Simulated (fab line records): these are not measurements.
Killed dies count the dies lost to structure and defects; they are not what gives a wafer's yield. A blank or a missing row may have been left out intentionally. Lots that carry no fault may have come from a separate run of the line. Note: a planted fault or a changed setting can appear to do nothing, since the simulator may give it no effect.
Comparing a struck lot with a sound one | flow sfq_line | 32 out of 325 route steps
Sound: the wafers L760.1, L760.2, L760.4. Struck: wafers L773.3, L773.4, L773.6. Last of all comes the cause.
At each step with rows: each side's tool, then ch and its chambers, then its first start. Under that, the readings that differ: sound wafers | struck wafers | difference of the means | sigmas: that difference in standard deviations of wafers without a fault.
alike: a reading whose means differ by less than 2 such deviations, as well as words and numbers matching on both sides. not compared: withheld readings; readings where some wafer has no value; bounds like >300 that might hide an equal value; numbers whose values overlap and for which the record gives no deviation.
A row with sigmas, a row that says differs or no value, or rows on one side alone: a step with any of these is where the two part. When numbers do not overlap yet have no deviation, they are printed without sigmas and do not part them. Lack of a reading on every wafer of one side parts them only where that side has two or more wafers.

SFQ_INCOMING_BOW_MEAS_900:
  sound on film_metro-03, day 2 06:00; struck on film_metro-03, day 4 23:02
  alike: INCOMING_BOW
then, 1 step without rows for these wafers: SFQ_TRILAYER_INCOMING_OXIDATION_002 (target thk 500 nm, ox time 4939 s).
SFQ_TRILAYER_L0_DEP_SPUTTER_003: material MoNx KI, target thk 40 nm, time 100 s.
  sound on pvd_sputter-04, day 2 08:29; struck on pvd_sputter-03, day 5 01:29
  reading                                                  | sound             | struck         | difference | sigmas
  model.MoNx_KI_of_TRILAYER_L0_DEP_SPUTTER_003.thk_nm (nm) | 40.26 40.51 39.91 | 61.32 62 61.97 | +21.54     |
  alike: throttle_valve_pct
SFQ_L0_RS_MEAS_901: measures by four-point-probe.
  sound on film_metro-01, day 2 08:34; struck on film_metro-03, day 5 01:36
  reading                | sound          | struck         | difference | sigmas
  L0_MONX_KI_RS (ohm/sq) | 43.3 42.9 43.6 | 28.4 28.1 28.1 | -15.1      | -32
SFQ_L0_THK_MEAS_902: measures by xrf.
  sound on film_metro-01, day 2 08:41; struck on film_metro-03, day 5 01:42
  reading             | sound          | struck         | difference | sigmas
  L0_MONX_KI_THK (nm) | 39.6 40.0 39.5 | 60.7 61.1 61.1 | +21.3      | +48
then, 6 steps without rows for these wafers: SFQ_TRILAYER_L0_LITHO_COAT_010 (resist thk 62 nm); SFQ_TRILAYER_L0_LITHO_COAT_005 (resist thk 600 nm); SFQ_TRILAYER_L0_LITHO_SOFTBAKE_009; SFQ_TRILAYER_L0_LITHO_EXPOSE_006 (exposes mask L0, target cd 2000 nm); SFQ_TRILAYER_L0_LITHO_PEB_008 (peb time 60 s); SFQ_TRILAYER_L0_LITHO_DEVELOP_007 (time 60 s).
-- the record jumps here: 3 days lie between the struck wafers' starts before and after --
SFQ_TRILAYER_L0_BARC_OPEN_METAL_ETCH_010: etches BARC in O2, target depth 125 nm, time 41.7 s.
  sound on rie_metal-02 ch 0,1, day 4 08:11; struck on rie_metal-04 ch 0,1, day 7 22:33
  alike: chamber_pressure_mTorr, drypump_motor_current_A, oes_product_au
  not compared: rf_hours_counter_h
SFQ_TRILAYER_L0_ETCH_METAL_ETCH_008: etches MoNx KI in SF6/O2, stops on SiO2, target depth 50 nm, time 25 s.
  sound on rie_metal-02 ch 0,1, day 4 08:15; struck on rie_metal-04 ch 0,1, day 7 22:36
  reading               | sound             | struck            | difference | sigmas
  oes_product_au (a.u.) | 0.878 0.879 0.877 | 0.989 1.017 1.018 | +0.130     | +19
  alike: chamber_pressure_mTorr, drypump_motor_current_A
  not compared: rf_hours_counter_h
then, 2 steps without rows for these wafers: SFQ_TRILAYER_L0_STRIP_STRIP_009 (strips in O2); SFQ_TRILAYER_L0_STRIP_SOLV_CLEAN_010 (cleans in NMP, time 600 s).
SFQ_TRILAYER_L0_CAP_PECVD_011: deposits SiO2 from SiH4/N2O, time 13.333 s, target thk 60 nm.
  sound on pecvd-02 ch 0,1, day 4 09:04; struck on pecvd-02 ch 0,2, day 7 23:25
  alike: chamber_pressure_Torr, heater_power_w, throttle_valve_pct
then, 6 steps without rows for these wafers: SFQ_TRILAYER_L0_VIA_LITHO_COAT_018 (resist thk 62 nm); SFQ_TRILAYER_L0_VIA_LITHO_COAT_013 (resist thk 650 nm); SFQ_TRILAYER_L0_VIA_LITHO_SOFTBAKE_017; SFQ_TRILAYER_L0_VIA_LITHO_EXPOSE_014 (exposes mask L0V, target cd 700 nm); SFQ_TRILAYER_L0_VIA_LITHO_PEB_016 (peb time 60 s); SFQ_TRILAYER_L0_VIA_LITHO_DEVELOP_015 (time 60 s).
-- the record jumps here: 2 days lie between the struck wafers' starts before and after --
SFQ_L0V_OVL_MEAS_903:
  sound on overlay-02, day 6 00:31; struck on overlay-02, day 10 01:11
  alike: L0V_OVL
SFQ_TRILAYER_L0_VIA_BARC_OPEN_VIA_ETCH_021: etches BARC in O2, target depth 125 nm, time 41.7 s.
  sound on rie_diel-03 ch 0,1,2, day 6 00:33; struck on rie_diel-04 ch 0,1, day 10 01:12
  reading                     | sound       | struck      | difference | sigmas
  drypump_motor_current_A (A) | 5.9 5.6 5.8 | 5.2 5.0 5.0 | -0.7       | -2
  alike: chamber_pressure_mTorr, oes_product_au
  not compared: rf_hours_counter_h
SFQ_TRILAYER_L0_VIA_ETCH_VIA_ETCH_016: etches SiO2 in CHF3, stops on MoNx KI, target depth 80 nm.
  sound on rie_diel-03 ch 0,1,2, day 6 00:35; struck on rie_diel-04 ch 0,1, day 10 01:14
  reading                     | sound       | struck      | difference | sigmas
  drypump_motor_current_A (A) | 5.9 5.6 5.8 | 5.1 5.0 5.0 | -0.7       | -2
  alike: chamber_pressure_mTorr, oes_product_au
then, 3 steps without rows for these wafers: SFQ_TRILAYER_L0_VIA_STRIP_STRIP_017 (strips in O2); SFQ_TRILAYER_L0_VIA_STRIP_SOLV_CLEAN_018 (cleans in NMP, time 600 s); SFQ_TRILAYER_M0_DEP_PRE_CLEAN_020 (time 15 s).
SFQ_TRILAYER_M0_DEP_SPUTTER_019: material Nb, target thk 200 nm, time 133.3 s.
  sound on pvd_sputter-03, day 6 01:26; struck on pvd_sputter-04, day 10 02:05
  alike: throttle_valve_pct
SFQ_M0_RS_MEAS_904: measures by four-point-probe.
  sound on film_metro-02, day 6 01:32; struck on film_metro-02, day 10 02:13
  alike: M0_NB_RS
then, 1 step without rows for these wafers: SFQ_TRILAYER_M0_LITHO_COAT_026 (resist thk 62 nm).
-- the record jumps here: 84 days lie between the struck wafers' starts before and after --
SFQ_M8_BOW_MEAS_951:
  sound on film_metro-02, day 83 12:18; struck on film_metro-01, day 93 17:31
  reading                       | sound            | struck            | difference | sigmas
  model.etest.l0.ohm_sq         | 43.2 42.93 43.58 | 28.36 28.05 28.06 | -15.08     |
  model.etest.l0.comb_log10_ohm | 12 12 12         | 0 0 0             | -12        |
  alike: M8_BOW

WHERE THEY PART
First at SFQ_L0_RS_MEAS_901; last, within this record, at SFQ_TRILAYER_L0_VIA_ETCH_VIA_ETCH_016. Later steps at which nothing parts them and some readings are alike: SFQ_TRILAYER_M0_DEP_SPUTTER_019, SFQ_M0_RS_MEAS_904, SFQ_M8_BOW_MEAS_951.

WHY: the cause the simulator had injected
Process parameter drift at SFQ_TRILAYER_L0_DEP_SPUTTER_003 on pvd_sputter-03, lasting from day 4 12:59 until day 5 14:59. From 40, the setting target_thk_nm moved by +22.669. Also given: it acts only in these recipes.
